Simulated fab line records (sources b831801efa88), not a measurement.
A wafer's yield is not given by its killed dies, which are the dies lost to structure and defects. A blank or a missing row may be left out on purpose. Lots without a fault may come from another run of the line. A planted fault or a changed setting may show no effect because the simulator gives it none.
Struck lot and sound lot, side by side | flow sky130 | 42 out of 708 route steps
Sound: wafers L857.2, L857.3, L857.4. The struck wafers were L865.2, L865.3, L865.5. At the end, the cause is stated.
At each step with rows: each side's tool, then ch and its chambers, then its first start. Under that, the readings that differ: sound wafers | struck wafers | difference of the means | sigmas: that difference in standard deviations of wafers without a fault.
alike: same words and numbers on both sides, and readings whose means sit less than 2 such deviations apart. not compared: any withheld reading, any reading some wafer has no value for, any bound like >300 that may hide the same value, and any number with overlapping values for which the record gives no deviation.
The two part at a step that has a row with sigmas, a row that says differs or no value, or rows on one side only. Numbers that have no deviation but don't overlap get no sigmas and don't part them. A reading missing from all wafers of one side parts the sides only when that side holds two or more wafers.

SKY_POLY_CUT_ETCH_10: etches BARC in N2/H2, stops on SiO2, time 45.9 s, target depth 60 nm.
  sound on rie_diel-03 ch 0,2, day 26 16:22; struck on rie_diel-04 ch 1,2,3, day 29 01:46
  alike: drypump_motor_current_A, n2_flow_sccm, oes_product_au, rf_fwd_power_W, throttle_valve_pct
  not compared: rf_hours_counter_h
then, 1 step without rows for these wafers: SKY_POLY_CUT_ETCH_11 (etches Si3N4 in CF4/CH2F2/Ar, stops on poly-Si, time 42.5 s, target depth 60 nm).
SKY_POLY_CUT_STRIP_12: strips in O2/N2.
  sound on plasma_asher-01 ch 0,1, day 26 16:27; struck on plasma_asher-04 ch 0,1, day 29 01:50
  reading                      | sound             | struck            | difference | sigmas
  strip_time_to_endpoint_s (s) | 5.341 5.336 5.317 | 5.369 5.374 5.402 | +0.050     | +3
  alike: drypump_motor_current_A, n2_flow_sccm, oes_product_au
  not compared: rf_hours_counter_h
then, 7 steps without rows for these wafers: SKY_SD_P_DEHYDRATE_00 (time 60 s); SKY_SD_P_HMDS_01 (prime time 60 s); SKY_SD_P_COAT_02 (resist thk 1140 nm); SKY_SD_P_SOFTBAKE_03 (time 60 s); SKY_SD_P_EXPOSE_04 (exposes mask PSDM, target cd 380 nm); SKY_SD_P_PEB_05; SKY_SD_P_DEVELOP_06 (develop time 62.08 s).
SKY_SD_P_CD_MEAS_07: the cd target is 380 nm.
  sound on cd_sem-02 at day 27 20:16; struck on cd_sem-02 at day 30 05:58
  alike: cd_nm
SKY_SD_P_OVL_MEAS_08:
  sound on overlay-01 at day 27 20:22; struck on overlay-02 at day 30 06:04
  alike: SD_P_OVL
SKY_SD_P_IMPLANT_09:
  sound on implanter-03 ch 0, day 27 20:25; struck on implanter-04 ch 0, day 30 06:07
  alike: faraday_current_uA
SKY_SD_P_STRIP_10: strips in O2/N2.
  sound on plasma_asher-04 ch 0,1, day 27 20:32; struck on plasma_asher-02 ch 0,1, day 30 06:14
  reading                      | sound             | struck            | difference | sigmas
  strip_time_to_endpoint_s (s) | 17.41 17.46 17.45 | 17.37 17.39 17.33 | -0.08      | -2
  alike: drypump_motor_current_A, n2_flow_sccm, oes_product_au
  not compared: rf_hours_counter_h
SKY_SD_P_TW_MEAS_11:
  sound on film_metro-04 at day 27 20:39; struck on film_metro-02 at day 30 06:21
  reading | sound          | struck         | difference | sigmas
  SD_P_TW | 2869 2868 2856 | 2763 2773 2771 | -95        | -3
then, 8 steps without rows for these wafers: SKY_RES_XHIGH_DEHYDRATE_00 (time 60 s); SKY_RES_XHIGH_HMDS_01 (prime time 60 s); SKY_RES_XHIGH_COAT_02 (resist thk 1140 nm); SKY_RES_XHIGH_SOFTBAKE_03 (time 60 s); SKY_RES_XHIGH_EXPOSE_04 (exposes mask URPM, target cd 1270 nm); SKY_RES_XHIGH_PEB_05; SKY_RES_XHIGH_DEVELOP_06 (develop time 60 s); SKY_RES_XHIGH_IMPLANT_07.
SKY_RES_XHIGH_STRIP_08: strips in O2/N2.
  sound on plasma_asher-01 ch 0,1, day 29 01:20; struck on plasma_asher-01 ch 0, day 31 10:25
  alike: drypump_motor_current_A, n2_flow_sccm, oes_product_au, strip_time_to_endpoint_s
  not compared: rf_hours_counter_h
SKY_RES_XHIGH_TW_MEAS_09:
  sound on film_metro-02 at day 29 01:27; struck on film_metro-04 at day 31 10:31
  alike: RES_XHIGH_TW
then, 7 steps without rows for these wafers: SKY_SD_N_DEHYDRATE_00 (time 60 s); SKY_SD_N_HMDS_01 (prime time 60 s); SKY_SD_N_COAT_02 (resist thk 1140 nm); SKY_SD_N_SOFTBAKE_03 (time 60 s); SKY_SD_N_EXPOSE_04 (exposes mask NSDM, target cd 380 nm); SKY_SD_N_PEB_05; SKY_SD_N_DEVELOP_06 (develop time 60 s).
SKY_SD_N_CD_MEAS_07: the cd target is 380 nm.
  sound on cd_sem-02 at day 30 05:19; struck on cd_sem-02 at day 32 14:08
  alike: cd_nm
SKY_SD_N_OVL_MEAS_08:
  sound on overlay-02 at day 30 05:25; struck on overlay-01 at day 32 14:14
  alike: SD_N_OVL
then, 2 steps without rows for these wafers: SKY_SD_N_IMPLANT_09; SKY_SD_N_IMPLANT_10.
SKY_SD_N_STRIP_11: strips in O2/N2.
  sound on plasma_asher-01 ch 0,1, day 30 05:44; struck on plasma_asher-04 ch 0, day 32 14:34
  alike: drypump_motor_current_A, n2_flow_sccm, oes_product_au, strip_time_to_endpoint_s
  not compared: rf_hours_counter_h
SKY_SD_N_TW_MEAS_12:
  sound on film_metro-04 at day 30 05:51; struck on film_metro-02 at day 32 14:40
  reading | sound          | struck         | difference | sigmas
  SD_N_TW | 4047 4024 4029 | 3927 3929 3927 | -106       | -2
then, 2 steps without rows for these wafers: SKY_SD_N_CLEAN_13 (cleans in SC1/SC2, time 150 s); SKY_SD_N_RTA_14 (time 2 s).
SKY_SD_N_RS_MEAS_16: measurement is done with a four-point probe.
  sound on film_metro-03 at day 30 06:09; struck on film_metro-02 at day 32 14:58
  alike: SD_N_RS
-- a jump in the record: the struck wafers' starts before and after are 17 days apart (it breaks off in module SD_N and resumes in module PAD_OPEN, where the first step shown is number 708 of the route) --
SKY_PAD_OPEN_PROBE_99:
  sound on prober-02 at day 47 12:07; struck on prober-02 at day 49 06:00
  reading                                 | sound             | struck            | difference | sigmas
  killed_at_M0_to_M3                      | 44 66 48          | 42 31 40          | -15        | -2
  model.etest.res_high_po.rs_ohm_sq_range | 13.32 15.7 18.21  | 57.33 54.94 54.38 | +39.81     |
  model.etest.res_pdiff.rs_ohm_sq_range   | 8.995 8.89 9.399  | 16.77 20.58 17.69 | +9.25      |
  model.etest.pfet_01v8.drive_ua_um_range | 9.543 13.87 10.84 | 8.967 8.175 5.746 | -3.788     |
  alike: killed_at_M4_up, killed_at_contacts, killed_at_front_end, killed_at_other, killed_dies, killed_on_rim, killed_open, killed_short

== WHERE THEY PART ==
Earliest at SKY_POLY_CUT_STRIP_12; latest, in this record, at SKY_PAD_OPEN_PROBE_99.

WHY: whatever the simulator had introduced
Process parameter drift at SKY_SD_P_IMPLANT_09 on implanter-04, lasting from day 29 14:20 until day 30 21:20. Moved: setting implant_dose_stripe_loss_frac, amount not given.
